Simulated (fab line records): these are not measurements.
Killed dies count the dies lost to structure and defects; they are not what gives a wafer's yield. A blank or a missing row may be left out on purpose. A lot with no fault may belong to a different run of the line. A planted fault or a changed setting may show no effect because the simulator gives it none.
2 desks looking at one fault    flow sky130    every desk sees just its own numbers, and what lay behind them comes last

## THE TOOL OWNER'S DESK: litho_track-03
The tool's own readings at SKY_METAL5_DEVELOP_13 (develop time 60 s): means of the sampled wafers that have a number, for each lot that ran on this tool. If a lot's mean is further than 4 standard deviations from the usual mean, the lot is out of limits and carries the mark OUT (the distance appears in the brackets).
Columns: A = developer_temp_C at SKY_METAL5_DEVELOP_13, usual 23.02 C; B = exhaust_pa at SKY_METAL5_DEVELOP_13, usual 44.9 Pa; C = resist_line_temp_C at SKY_METAL5_DEVELOP_13, usual 22.99 C
lot   first seen here  A      B     C
L348  day 43 19:06     22.98  44.6  23.04
L364  day 47 13:00     23.11  43.8  22.93
This desk's verdict: no lot among the 2 shows anything out of limits.

## FROM THE METROLOGY DESK
What the gauges read for every lot (on any tool): the sampled wafers with a number, averaged. If a lot's mean is further than 4 standard deviations from the usual mean, the lot is out of limits and carries the mark OUT (the distance appears in the brackets).
Columns: A = METAL5_ALCU_RS at SKY_METAL5_RS_MEAS_05, usual 0.0271 ohm/sq; B = METAL5_ALCU_THK at SKY_METAL5_THK_MEAS_06, usual 1149 nm
lot   first seen here  A       B
L348  day 42 21:07     0.0268  1173
L352  day 43 23:22     0.0274  1136
L355  day 44 19:39     0.0269  1163
L364  day 46 17:43     0.0277  1118
L369  day 48 07:22     0.0269  1166
This desk's verdict: no lot among the 5 shows anything out of limits.

## TAKEN TOGETHER
The desk of the tool owner found nothing out of limits.
Metrology desk: nothing out of limits seen.

## WHAT HAD BEEN PUT IN BY THE SIMULATOR
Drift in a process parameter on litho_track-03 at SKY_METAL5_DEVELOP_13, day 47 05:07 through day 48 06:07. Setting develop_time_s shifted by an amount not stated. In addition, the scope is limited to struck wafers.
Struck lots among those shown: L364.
